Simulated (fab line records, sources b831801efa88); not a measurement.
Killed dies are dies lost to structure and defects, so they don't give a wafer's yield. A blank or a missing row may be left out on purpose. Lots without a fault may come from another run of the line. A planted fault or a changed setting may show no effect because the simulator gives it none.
fab line records | flow gf180mcu
record lots=5 wafers=15 last_day=34
route steps=602 shown V1@359 M2@362
lots that met no fault: from a run of the same line without faults
start_h: hours from the record's first day to the start of the lot's first wafer shown | wait_h: hours since the lot's step before | " the same as in the row above | L1.1+2: a row that stands for several wafers | - no value, or no start given | * or withheld: withheld | < > ~ a bound
route shown NAME@n: a module of which the file shows steps, and the number in the route of the first | usual: mean/standard deviation of fault-free wafers | same: alike in all rows | chamber/n: place in a boat | sites: the reading at each site | _std_site: their standard deviation | _edge_site: outer sites' mean less inner sites' | radius_mm: how far each site lies from the wafer's centre | mask NAME#n: copy n | behind: the tool/chamber that last shaped the wafer | hold: why the lot was held/for how many hours/how that ended | device: the transistor (n, p or np) that didn't switch | end of line: the same wafers' tests at the end of the route | a step without rows: its recipe alone | killed: dies lost to structure and defects at the first sort, not the wafer's yield | map: a wafer's dies, x killed, . not, _ none there
set.NAME: the setting as run; set.NAME@STEP: as run at that earlier step | model.NAME: the simulator's own value behind a step, which no gauge read
lots at some steps of the route; a table a step, a row a wafer
services: from which hour (start_h, from the record's first day; less than 0 if before it) a tool's chamber was out of use, for how many hours, and why
## steps
# step GF_V1_RS_MEAS_24
# recipe thk_meas_gauge=four-point-probe reads=W_of_V1_CVD_23+TiN_of_V1_SPUTTER_22+Ti_of_V1_SPUTTER_21
# usual V1_W_RS=0.328/0.0036
# columns lot.wafer tool chamber start_h wait_h V1_W_RS[ohm/sq]
L215.1 film_metro-04 - 411.26 0.1 0.333
L215.3 " - " " 0.330
L215.5 " - " " 0.333
L217.1 film_metro-04 - 432.36 0.1 0.330
L217.2 " - " " 0.333
L217.5 " - " " 0.328
L233.1 film_metro-03 - 570.76 0.1 0.329
L233.2 " - " " 0.332
L233.3 " - " " 0.327
L235.2 film_metro-03 - 587.26 0.1 0.322
L235.4 " - " " 0.326
L235.6 " - " " 0.327
L237.1 film_metro-03 - 604.96 0.1 0.329
L237.2 " - " " 0.331
L237.4 " - " " 0.329
# step GF_V1_THK_MEAS_25
# recipe thk_meas_gauge=xrf reads=W_of_V1_CVD_23
# usual V1_W_THK=344/4.8
# columns lot.wafer tool chamber start_h wait_h V1_W_THK[nm]
L215.1 film_metro-04 - 411.38 0.1 341
L215.3 " - " " 343
L215.5 " - " " 340
L217.1 film_metro-04 - 432.48 0.1 347
L217.2 " - " " 343
L217.5 " - " " 349
L233.1 film_metro-03 - 570.88 0.1 346
L233.2 " - " " 345
L233.3 " - " " 347
L235.2 film_metro-03 - 587.37 0.1 350
L235.4 " - " " 348
L235.6 " - " " 345
L237.1 film_metro-03 - 605.08 0.1 338
L237.2 " - " " 337
L237.4 " - " " 342
# step GF_V1_CMP_26
# recipe stop_on=SiO2 down_force_psi=3.5 platen_rpm=60 t_overpolish_s=15 target_thk_nm=0 pad_velocity_m_s=0.94248
# usual head_pressure_psi=3.501/0.008 motor_current_A=11.0/0.96 overpolish_run_s=15.000/0.0086 time_to_endpoint_s=84/3.1
# columns lot.wafer tool chamber start_h wait_h head_pressure_psi motor_current_A overpolish_run_s time_to_endpoint_s
L215.3 cmp-02 3 411.44 0.0 3.513 11.9 15.018 78
L215.1 " 2 " " 3.491 10.8 15.004 89
L215.5 " 0 " " 3.508 12.5 14.991 84
L217.2 cmp-02 1 432.54 0.0 3.502 10.0 15.013 82
L217.1 " 2 " " 3.501 11.5 14.997 89
L217.5 " 1 " " 3.499 9.4 14.996 88
L233.1 cmp-01 1 570.94 0.1 3.497 9.7 15.008 83
L233.3 " 3 " " 3.500 11.8 15.024 82
L233.2 " 0 " " 3.498 11.3 14.988 81
L235.2 cmp-02 2 587.42 0.0 3.499 10.6 15.011 87
L235.4 " 0 " " 3.488 12.4 15.004 83
L235.6 " 2 " " 3.511 11.0 15.004 89
L237.2 cmp-02 2 605.14 0.0 3.510 11.2 15.004 87
L237.4 " 0 " " 3.487 12.2 14.996 86
L237.1 " 1 " " 3.499 9.7 14.994 82
# step GF_M2_SPUTTER_00
# recipe material=Ti target_thk_nm=37.5 arriving_ion_energy_ev=80 substrate_temp_c=200 chamber_pressure_pa=2 power_w=4000 time_s=150
# usual throttle_valve_pct=29.6/0.53
# columns lot.wafer tool chamber start_h wait_h throttle_valve_pct
L215.1 pvd_sputter-03 - 411.74 0.1 30.9
L215.3 " - " " 28.6
L215.5 " - " " 28.5
L217.1 pvd_sputter-04 - 432.84 0.2 29.6
L217.2 " - " " 29.4
L217.5 " - " " 29.2
L233.1 pvd_sputter-04 - 571.24 0.2 29.7
L233.2 " - " " 28.9
L233.3 " - " " 29.6
L235.2 pvd_sputter-03 - 587.72 0.2 30.6
L235.4 " - " " 28.8
L235.6 " - " " 30.9
L237.1 pvd_sputter-03 - 605.44 0.1 28.6
L237.2 " - " " 30.1
L237.4 " - " " 31.2
# step GF_M2_SPUTTER_01
# recipe material=TiN target_thk_nm=30 power_w=6500 time_s=25 chamber_pressure_pa=0.4
# usual throttle_valve_pct=29.6/0.53
# columns lot.wafer tool chamber start_h wait_h throttle_valve_pct
L215.1 pvd_sputter-03 - 411.84 0.1 31.1
L215.3 " - " " 28.8
L215.5 " - " " 28.6
L217.1 pvd_sputter-04 - 432.94 0.1 29.6
L217.2 " - " " 29.5
L217.5 " - " " 29.1
L233.1 pvd_sputter-04 - 571.34 0.1 29.7
L233.2 " - " " 29.0
L233.3 " - " " 29.2
L235.2 pvd_sputter-03 - 587.82 0.1 30.3
L235.4 " - " " 28.3
L235.6 " - " " 31.0
L237.1 pvd_sputter-03 - 605.54 0.1 28.5
L237.2 " - " " 30.3
L237.4 " - " " 30.8
# step GF_M2_SPUTTER_02
# recipe material=AlCu target_thk_nm=450 power_w=10600 time_s=23.9 chamber_pressure_pa=0.4
# usual throttle_valve_pct=29.6/0.55
# columns lot.wafer tool chamber start_h wait_h throttle_valve_pct
L215.1 pvd_sputter-03 - 411.87 0.0 31.1
L215.3 " - " " 28.5
L215.5 " - " " 28.6
L217.1 pvd_sputter-04 - 432.97 0.0 29.6
L217.2 " - " " 29.3
L217.5 " - " " 29.1
L233.1 pvd_sputter-04 - 571.37 0.0 29.7
L233.2 " - " " 29.3
L233.3 " - " " 29.4
L235.2 pvd_sputter-03 - 587.85 0.0 30.5
L235.4 " - " " 28.5
L235.6 " - " " 31.0
L237.1 pvd_sputter-03 - 605.57 0.0 28.5
L237.2 " - " " 30.1
L237.4 " - " " 31.1
# step GF_M2_SPUTTER_03
# recipe material=Ti target_thk_nm=10 substrate_temp_c=300 chamber_pressure_pa=0.3 power_w=3000 time_s=6.7
# step GF_M2_SPUTTER_04
# recipe material=TiN target_thk_nm=50 power_w=6500 time_s=41.7 chamber_pressure_pa=0.4
# usual throttle_valve_pct=29.6/0.52
# columns lot.wafer tool chamber start_h wait_h throttle_valve_pct
L215.1 pvd_sputter-03 - 411.92 0.0 30.9
L215.3 " - " " 28.8
L215.5 " - " " 28.6
L217.1 pvd_sputter-04 - 433.02 0.0 29.7
L217.2 " - " " 29.4
L217.5 " - " " 29.0
L233.1 pvd_sputter-04 - 571.42 0.0 29.8
L233.2 " - " " 29.1
L233.3 " - " " 29.4
L235.2 pvd_sputter-03 - 587.90 0.0 30.5
L235.4 " - " " 28.7
L235.6 " - " " 31.3
L237.1 pvd_sputter-03 - 605.62 0.0 28.7
L237.2 " - " " 30.1
L237.4 " - " " 30.9
# step GF_M2_RS_MEAS_05
# recipe thk_meas_gauge=four-point-probe reads=TiN_of_M2_SPUTTER_04+Ti_of_M2_SPUTTER_03+AlCu_of_M2_SPUTTER_02+TiN_of_M2_SPUTTER_01+Ti_of_M2_SPUTTER_00
# usual M2_ALCU_RS=0.0695/0.0008
# columns lot.wafer tool chamber start_h wait_h M2_ALCU_RS[ohm/sq]
L215.1 film_metro-01 - 411.96 0.0 0.0687
L215.3 " - " " 0.0687
L215.5 " - " " 0.0689
L217.1 film_metro-01 - 433.06 0.0 0.0691
L217.2 " - " " 0.0692
L217.5 " - " " 0.0685
L233.1 film_metro-01 - 571.46 0.0 0.0699
L233.2 " - " " 0.0690
L233.3 " - " " 0.0699
L235.2 film_metro-01 - 587.96 0.0 0.0708
L235.4 " - " " 0.0696
L235.6 " - " " 0.0702
L237.1 film_metro-02 - 605.66 0.0 0.0701
L237.2 " - " " 0.0697
L237.4 " - " " 0.0699
# step GF_M2_THK_MEAS_06
# recipe thk_meas_gauge=xrf reads=AlCu_of_M2_SPUTTER_02
# usual M2_ALCU_THK=462/5.7
# columns lot.wafer tool chamber start_h wait_h M2_ALCU_THK[nm]
L215.1 film_metro-01 - 412.08 0.1 466
L215.3 " - " " 465
L215.5 " - " " 465
L217.1 film_metro-01 - 433.18 0.1 459
L217.2 " - " " 460
L217.5 " - " " 465
L233.1 film_metro-01 - 571.58 0.1 456
L233.2 " - " " 463
L233.3 " - " " 460
L235.2 film_metro-01 - 588.07 0.1 454
L235.4 " - " " 463
L235.6 " - " " 458
L237.1 film_metro-02 - 605.78 0.1 459
L237.2 " - " " 463
L237.4 " - " " 461
# step GF_M2_DEHYDRATE_07
# recipe temp_c=200 time_s=60
# step GF_M2_HMDS_08
# recipe prime_time_s=60 prime_temp_c=120
# step GF_M2_COAT_09
# recipe resist=KrF spin_rpm=withheld resist_thk_nm=1000
# columns lot.wafer tool chamber start_h wait_h model.KrF_of_M2_COAT_09.thk_nm
L215.1 litho_track-03 0 423.54 0.1 996.2
L215.3 " 0 " " 997.2
L215.5 " 0 " " 998.9
L217.1 litho_track-02 0 445.03 0.1 999.2
L217.2 " 0 " " 995.4
L217.5 " 0 " " 996.3
L233.1 litho_track-03 0 582.49 0.1 1003
L233.2 " 0 " " 1002
L233.3 " 0 " " 1104
L235.2+4+6 litho_track-01 0 598.03 0.1 1001
L237.1 litho_track-02 0 615.87 0.1 999.8
L237.2 " 0 " " 999.4
L237.4 " 0 " " 998.2
# step GF_M2_SOFTBAKE_10
# recipe temp_c=130 time_s=60 resist=KrF
# step GF_M2_EXPOSE_11
# recipe mask_id=Metal2 target_cd_nm=280 na=0.68 source_shape=conventional sigma_outer=0.6 dose_mj=28
# step GF_M2_PEB_12
# recipe peb_temp_c=135 peb_time_s=90 resist=KrF
# step GF_M2_DEVELOP_13
# recipe develop_time_s=60 dev_temp_c=21
# step GF_M2_CD_MEAS_14
# recipe target_cd_nm=280
# usual cd_nm=279.9/1.4
# columns lot.wafer tool chamber start_h wait_h cd_nm
L215.1 cd_sem-02 - 436.08 0.1 279.6
L215.3 " - " " 279.2
L215.5 " - " " 277.6
L217.1 cd_sem-02 - 457.41 0.1 280.1
L217.2 " - " " 280.3
L217.5 " - " " 280.8
L233.1 cd_sem-02 - 593.47 0.1 278.8
L233.2 " - " " 279.5
L233.3 " - " " 283.3
L235.2 cd_sem-02 - 608.72 0.1 279.5
L235.4 " - " " 280.7
L235.6 " - " " 280.4
L237.1 cd_sem-01 - 625.37 0.1 280.2
L237.2 " - " " 280.9
L237.4 " - " " 279.3
# step GF_M2_OVL_MEAS_15
# usual M2_OVL=0/6.3
# columns lot.wafer tool chamber start_h wait_h M2_OVL[nm]
L215.1 overlay-02 - 436.20 0.1 4
L215.3 " - " " 9
L215.5 " - " " -1
L217.1 overlay-02 - 457.53 0.1 12
L217.2 " - " " -1
L217.5 " - " " 14
L233.1 overlay-01 - 593.59 0.1 7
L233.2 " - " " 2
L233.3 " - " " 8
L235.2 overlay-02 - 608.83 0.1 9
L235.4 " - " " -1
L235.6 " - " " 5
L237.1 overlay-02 - 625.49 0.1 -2
L237.2 " - " " -4
L237.4 " - " " 0
# step GF_M2_METAL_ETCH_16
# recipe chemistry=Cl2/BCl3 mask_material=KrF target_depth_nm=750.8 stop_on=SiO2 pressure_mtorr=8 icp_w=800 bias_w=140 Cl2_flow_sccm=80 bcl3_flow_sccm=40 time_s=125.1
# usual drypump_motor_current_A=5.87/0.17 oes_product_au=0.988/0.0066 throttle_valve_pct=28.232/0.011
# columns lot.wafer tool chamber start_h wait_h drypump_motor_current_A oes_product_au rf_hours_counter_h throttle_valve_pct model.KrF_of_M2_COAT_09.thk_nm
L215.1 rie_metal-01 0 436.23 0.0 6.19 0.995 3 28.240 679.8
L215.3 " 1 " " 5.71 0.988 - 28.236 685.2
L215.5 " 1 " " 5.71 0.993 - 28.211 686.7
L217.1 rie_metal-01 1 457.56 0.0 5.67 0.985 12 28.229 689.9
L217.2 " 0 " " 6.16 0.989 3 28.241 680.6
L217.5 " 1 " " 5.73 0.983 - 28.209 688.9
L233.1 rie_metal-02 1 593.63 0.0 5.94 0.989 1 28.226 689.5
L233.2 " 0 " " 5.87 0.994 5 28.237 688.4
L233.3 " 0 " " 5.88 0.989 - 28.243 790.7
L235.2 rie_metal-01 1 608.86 0.0 5.73 0.987 1 28.253 689
L235.4 " 1 " " 5.70 0.990 - 28.212 688.6
L235.6 " 1 " " 5.72 0.989 - 28.234 690.4
L237.1 rie_metal-03 0 625.53 0.0 5.92 0.992 13 28.233 690.4
L237.2 " 1 " " 5.62 0.990 12 28.220 674.5
L237.4 " 0 " " 5.88 0.993 - 28.234 687.2
# step GF_M2_STRIP_17
# recipe chemistry=O2/N2 power_w=1400 pressure_mtorr=1500 platen_temp_c=250 o2_flow_sccm=3000 n2_flow_sccm=300 overash_fraction=0.5
# usual drypump_motor_current_A=5.7/0.34 heater_power_w=313/40 oes_product_au=0.538/0.0052 strip_time_to_endpoint_s=7.40/0.061
# columns lot.wafer tool chamber start_h wait_h drypump_motor_current_A heater_power_w oes_product_au rf_hours_counter_h strip_time_to_endpoint_s
L215.1 plasma_asher-04 1 436.36 0.1 5.8 277 0.534 0 7.31
L215.3 " 0 " " 5.3 311 0.546 - 7.39
L215.5 " 0 " " 5.3 311 0.535 - 7.40
L217.1 plasma_asher-04 0 457.69 0.1 5.3 319 0.534 3 7.44
L217.2 " 1 " " 5.8 266 0.538 3 7.35
L217.5 " 1 " " 5.8 266 0.537 - 7.43
L233.1 plasma_asher-02 0 593.76 0.1 6.1 336 0.535 47 7.43
L233.2 " 1 " " 6.2 390 0.532 47 7.43
L233.3 " 0 " " 6.1 332 0.590 - 8.41
L235.2 plasma_asher-04 0 608.99 0.1 5.3 312 0.543 18 7.44
L235.4 " 1 " " 5.8 266 0.537 - 7.40
L235.6 " 0 " " 5.3 309 0.534 - 7.46
L237.1 plasma_asher-01 1 625.66 0.1 5.2 317 0.536 104 7.45
L237.2 " 0 " " 5.5 282 0.532 104 7.29
L237.4 " 1 " " 5.3 319 0.534 - 7.40
# step GF_M2_STRIP_18
# recipe chemistry=post_etch_residue_remover time_s=1200 temp_c=72.5
## services
# columns tool chamber start_h hours kind
cmp-02 - 404.07 4.0 pm
pvd_sputter-03 - 407.33 0.7 repair
plasma_asher-01 - 413.60 2.9 repair
plasma_asher-04 - 421.25 9.0 pm
cmp-01 - 423.49 5.3 pm
pvd_sputter-03 - 424.70 9.0 repair
plasma_asher-02 - 439.22 10.8 repair
plasma_asher-02 - 468.10 15.6 pm
pvd_sputter-04 - 481.41 1.1 repair
pvd_sputter-03 - 490.28 3.2 repair
cmp-02 - 494.39 1.0 repair
cmp-02 - 499.72 0.5 repair
cmp-01 - 505.92 3.0 repair
cmp-02 - 509.08 1.5 repair
rie_metal-03 - 509.35 1.4 pm
cmp-02 - 533.25 0.5 repair
cmp-02 - 550.63 1.9 repair
cmp-01 - 580.80 4.0 pm
plasma_asher-04 - 585.54 4.9 repair
cmp-02 - 594.17 1.5 repair
rie_metal-03 - 602.03 0.6 repair
rie_metal-03 - 608.03 2.8 pm
pvd_sputter-04 - 611.84 18.6 repair
pvd_sputter-03 - 617.83 21.7 repair
## key
first_sign step=GF_M2_STRIP_17 reading=strip_time_to_endpoint_s direction=up sigmas=17 usual=* struck=*
effect step=GF_M2_STRIP_17 reading=oes_product_au direction=up sigmas=10 usual=0.538 struck=0.590
model_effect step=GF_M2_COAT_09 value=KrF_of_M2_COAT_09.thk_nm without=1001 struck=1104
model_effect step=GF_M2_METAL_ETCH_16 value=KrF_of_M2_COAT_09.thk_nm without=686.9 struck=790.7
met_at GF_M2_COAT_09
struck_wafers L233.3
onset_between 423.54 582.49
fault kind=process_parameter_drift tool=litho_track-03 chamber=- onset_h=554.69 steps=GF_M2_COAT_09 channel=resist_thk_nm offset=* shape=step end_h=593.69 scope=struck_wafers_only acts_in=* stated=*
